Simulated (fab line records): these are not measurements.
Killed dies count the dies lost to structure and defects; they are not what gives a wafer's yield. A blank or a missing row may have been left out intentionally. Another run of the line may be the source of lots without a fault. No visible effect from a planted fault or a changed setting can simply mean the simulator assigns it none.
fab line records ; flow sfqLine
record lots=13; wafers=39; lastDay=92
route steps=325 shown I2@104
lots untouched by any fault: they come from a run of this same line in which no faults occurred
startH: the number of hours between the record's first day and the start of the first shown wafer of the lot ; waitH: time in hours since the lot's previous step ; " as in the row above ; L1.1+2: several wafers, shown together as one row ; - either no value or no given start ; * or withheld: withheld ; < > ~ a bound
route shown NAME@n: NAME is a module with steps in the file, n the number in the route of the first one ; usual: the fault-free wafers' mean and standard deviation ; same: alike in all rows ; chamber/n: place in a boat ; sites: per-site readings ; _std_site: the values' standard deviation ; _edge_site: mean of outer sites minus mean of inner sites ; radiusMm: for every site, how far away it sits from the centre of the wafer ; mask NAME#n: copy n ; behind: the tool/chamber that last shaped the wafer ; hold: the reason the lot was held/the length of the hold in hours/how it ended ; device: transistor that didn't switch, given as n, p or np ; end of line: tests of these same wafers at the route's end ; a step given without rows: its recipe and nothing more ; killed: at the first sort, the dies lost to defects and structure; wafer yield is something else ; map: a wafer's dies, marking killed ones x, the rest . and places with no die _
set.NAME: the setting the step ran with; set.NAME@STEP: the setting that earlier step ran with ; model.NAME: the simulator's own value behind a step, which no gauge read
steps of the route over a sample of lots; a table a step, a row a wafer
services: a tool's chamber out of use, with start hour (startH, from the record's first day; less than 0 if before it), hours out, and reason
## steps
# step SFQ_TRILAYER_I2_CMP_CMP_064
# recipe material=SiO2; downForcePsi=3; platenRpm=60; padVelocityMS=0.94248
# usual motorCurrentA=10.8/0.7; timeToEndpointS=217/7.5
lot.wafer;tool;chamber;startH;waitH;motorCurrentA;timeToEndpointS
L370.3;cmp-01;3;864.17;0.0;10.4;215
L370.5;cmp-01;3;866.17;2.0;10.4;223
L370.6;cmp-01;0;866.17;2.0;11.0;216
L372.1;cmp-01;1;889.10;4.3;9.1;218
L372.2;cmp-01;3;890.10;5.3;10.0;224
L372.3;cmp-01;0;890.10;5.3;12.3;222
L373.4;cmp-02;2;900.89;2.1;10.8;223
L373.1;cmp-02;3;900.89;2.1;10.9;220
L373.3;cmp-02;0;900.89;2.1;11.0;222
L375.3;cmp-01;3;906.52;2.5;10.0;216
L375.4;cmp-01;0;906.52;2.5;10.9;216
L375.2;cmp-01;2;908.02;4.0;11.5;217
L377.3;cmp-02;0;945.98;2.2;11.7;216
L377.5;cmp-02;1;945.98;2.2;11.3;218
L377.6;cmp-02;2;945.98;2.2;10.1;254
L379.1;cmp-01;3;983.28;3.5;10.3;218
L379.2;cmp-01;1;984.28;4.5;8.8;215
L379.5;cmp-01;3;985.28;5.5;9.8;219
L384.2;cmp-02;0;1018.76;1.0;11.2;208
L384.5;cmp-02;2;1019.76;2.0;10.6;218
L384.6;cmp-02;3;1019.76;2.0;10.9;217
L385.3;cmp-02;1;1028.56;0.0;11.7;225
L385.4;cmp-02;2;1028.56;0.0;10.5;224
L385.5;cmp-02;2;1031.06;2.5;10.5;224
L386.4;cmp-02;2;1043.46;0.5;11.0;229
L386.3;cmp-02;0;1044.46;1.5;11.1;217
L386.5;cmp-02;1;1044.46;1.5;11.3;233
L387.3;cmp-01;3;1048.28;0.4;9.8;217
L387.1;cmp-01;0;1048.28;0.4;12.1;220
L387.6;cmp-01;3;1050.28;2.4;10.4;222
L389.4;cmp-02;1;1069.40;0.0;11.3;226
L389.2;cmp-02;2;1069.40;0.0;9.7;210
L389.5;cmp-02;2;1071.90;2.5;10.1;217
L391.3;cmp-02;0;1086.07;0.5;10.8;219
L391.5;cmp-02;3;1087.57;2.0;11.1;223
L391.6;cmp-02;0;1087.57;2.0;10.9;224
L393.1;cmp-02;2;1096.41;0.1;10.7;218
L393.3;cmp-02;0;1097.41;1.0;10.9;219
L393.5;cmp-02;2;1098.41;2.0;10.4;215
# step SFQ_TRILAYER_I2_METRO_MEASURE_065
# usual thkNm=200.4/0.89
lot.wafer;tool;chamber;startH;waitH;thkNm
L370.3;filmMetro-01;-;867.69;0.5;201.8
L370.5;filmMetro-01;-;867.69;0.5;201.6
L370.6;filmMetro-01;-;867.69;0.5;201.5
L372.1;filmMetro-04;-;892.22;0.1;200.4
L372.2;filmMetro-04;-;892.22;0.1;201.5
L372.3;filmMetro-04;-;892.22;0.1;202.1
L373.1;filmMetro-03;-;904.01;0.1;201.5
L373.3;filmMetro-03;-;904.01;0.1;200.8
L373.4;filmMetro-03;-;904.01;0.1;199.4
L375.2;filmMetro-03;-;909.84;0.3;200.3
L375.3;filmMetro-03;-;909.84;0.3;201.6
L375.4;filmMetro-03;-;909.84;0.3;201.5
L377.3;filmMetro-01;-;948.00;0.5;201.3
L377.5;filmMetro-01;-;948.00;0.5;202.0
L377.6;filmMetro-01;-;948.00;0.5;150.8
L379.1;filmMetro-03;-;985.90;0.1;200.2
L379.2;filmMetro-03;-;985.90;0.1;201.1
L379.5;filmMetro-03;-;985.90;0.1;200.6
L384.2;filmMetro-04;-;1021.08;0.3;201.4
L384.5;filmMetro-04;-;1021.08;0.3;200.0
L384.6;filmMetro-04;-;1021.08;0.3;200.2
L385.3;filmMetro-04;-;1032.08;0.5;200.5
L385.4;filmMetro-04;-;1032.08;0.5;199.4
L385.5;filmMetro-04;-;1032.08;0.5;198.7
L386.3;filmMetro-04;-;1046.48;0.5;201.0
L386.4;filmMetro-04;-;1046.48;0.5;199.8
L386.5;filmMetro-04;-;1046.48;0.5;201.1
L387.1;filmMetro-01;-;1051.40;0.1;199.2
L387.3;filmMetro-01;-;1051.40;0.1;198.8
L387.6;filmMetro-01;-;1051.40;0.1;200.3
L389.2;filmMetro-01;-;1072.72;0.3;199.5
L389.4;filmMetro-01;-;1072.72;0.3;200.6
L389.5;filmMetro-01;-;1072.72;0.3;201.3
L391.3;filmMetro-04;-;1089.09;0.5;199.4
L391.5;filmMetro-04;-;1089.09;0.5;200.1
L391.6;filmMetro-04;-;1089.09;0.5;200.8
L393.1;filmMetro-01;-;1099.53;0.1;200.2
L393.3;filmMetro-01;-;1099.53;0.1;201.0
L393.5;filmMetro-01;-;1099.53;0.1;200.2
# step SFQ_TRILAYER_I2_VIA_ETCH_VIA_ETCH_070
# recipe target=SiO2; stopOn=Nb; maskMaterial=PR; taperDeg=20; chemistry=CHF3; targetDepthNm=260; sourceW=500; biasW=80; pressureMtorr=30; timeS=withheld
# usual drypumpMotorCurrentA=5.9/0.45; oesProductAu=0.855/0.0047
lot.wafer;tool;chamber;startH;waitH;drypumpMotorCurrentA;oesProductAu
L370.3;rieDiel-04;0;870.81;0.0;5.8;0.859
L370.5;rieDiel-04;1;870.81;0.0;6.1;0.856
L370.6;rieDiel-04;2;870.81;0.0;5.1;0.857
L372.1;rieDiel-01;0;895.74;0.0;5.6;0.851
L372.2;rieDiel-01;1;895.74;0.0;6.7;0.861
L372.3;rieDiel-01;3;895.74;0.0;6.4;0.854
L373.1;rieDiel-01;0;907.54;0.0;5.6;0.860
L373.3;rieDiel-01;3;907.54;0.0;6.4;0.853
L373.4;rieDiel-01;2;907.54;0.0;5.9;0.856
L375.2;rieDiel-01;3;913.73;0.0;6.3;0.848
L375.3;rieDiel-01;1;913.73;0.0;6.7;0.856
L375.4;rieDiel-01;2;913.73;0.0;5.9;0.864
L377.3;rieDiel-01;3;951.18;0.0;6.3;0.858
L377.5;rieDiel-01;1;951.18;0.0;6.7;0.859
L377.6;rieDiel-01;2;951.18;0.0;5.9;0.731
L379.1;rieDiel-02;0;990.36;0.0;5.6;0.856
L379.2;rieDiel-02;1;990.36;0.0;4.9;0.856
L379.5;rieDiel-02;2;990.36;0.0;6.0;0.861
L384.2;rieDiel-01;2;1025.41;0.0;5.9;0.853
L384.5;rieDiel-01;0;1025.41;0.0;5.6;0.855
L384.6;rieDiel-01;3;1025.41;0.0;6.3;0.855
L385.3;rieDiel-01;1;1035.20;0.0;6.7;0.855
L385.4;rieDiel-01;2;1035.20;0.0;5.9;0.856
L385.5;rieDiel-01;3;1035.20;0.0;6.4;0.848
L386.3;rieDiel-01;3;1049.73;0.0;6.4;0.856
L386.4;rieDiel-01;2;1049.73;0.0;5.9;0.851
L386.5;rieDiel-01;1;1049.73;0.0;6.7;0.861
L387.1;rieDiel-01;2;1054.93;0.0;5.9;0.845
L387.3;rieDiel-01;0;1054.93;0.0;5.5;0.847
L387.6;rieDiel-01;0;1054.93;0.0;5.5;0.850
L389.2;rieDiel-01;0;1088.81;0.0;5.5;0.846
L389.4;rieDiel-01;3;1088.81;0.0;6.4;0.862
L389.5;rieDiel-01;2;1088.81;0.0;5.9;0.852
L391.3;rieDiel-02;2;1105.16;0.0;6.0;0.858
L391.5;rieDiel-02;2;1105.16;0.0;6.0;0.855
L391.6;rieDiel-02;1;1105.16;0.0;4.9;0.854
L393.1;rieDiel-04;1;1107.56;0.0;6.1;0.856
L393.3;rieDiel-04;3;1107.56;0.0;6.1;0.856
L393.5;rieDiel-04;3;1107.56;0.0;6.1;0.852
## services
tool;chamber;startH;hours;kind
cmp-01;-;855.90;1.0;repair
cmp-01;-;856.17;0.2;repair
cmp-01;-;872.98;4.1;repair
cmp-01;-;898.10;5.4;pm
filmMetro-01;-;908.64;3.2;repair
rieDiel-01;1;919.70;11.4;repair
cmp-01;-;922.01;4.0;pm
cmp-01;-;924.74;1.9;repair
cmp-02;-;928.33;0.3;repair
filmMetro-04;-;929.68;1.7;pm
cmp-02;-;949.88;5.4;pm
cmp-01;-;958.29;1.4;repair
cmp-02;-;961.81;15.5;pm
filmMetro-01;-;974.18;10.6;repair
filmMetro-04;-;975.41;0.3;pm
cmp-02;-;977.30;6.7;pm
cmp-01;-;992.75;0.4;repair
filmMetro-01;-;999.17;1.9;pm
cmp-01;-;1009.61;0.5;repair
filmMetro-04;-;1059.73;0.6;pm
filmMetro-04;-;1061.78;0.2;pm
filmMetro-01;-;1064.48;0.5;pm
rieDiel-01;-;1078.51;0.2;repair
cmp-02;-;1088.57;4.0;pm
## key
firstSign step=SFQ_TRILAYER_I2_CMP_CMP_064; reading=timeToEndpointS; direction=up; sigmas=4.9; usual=*; struck=*
effect step=SFQ_TRILAYER_I2_METRO_MEASURE_065; reading=thkNm; direction=down; sigmas=56; usual=200.4; struck=150.8
effect step=SFQ_TRILAYER_I2_VIA_ETCH_VIA_ETCH_070; reading=oesProductAu; direction=down; sigmas=26; usual=0.855; struck=0.731
metAt SFQ_TRILAYER_I2_CMP_CMP_064
struckLots L377
struckWafers L377.6
onsetBetween 900.89 945.98
fault kind=processParameterDrift; tool=cmp-02; chamber=2; onsetH=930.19; steps=SFQ_TRILAYER_I2_CMP_CMP_064; channel=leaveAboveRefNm; offset=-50; shape=step; endH=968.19; actsIn=theseRecipesOnly; stated=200
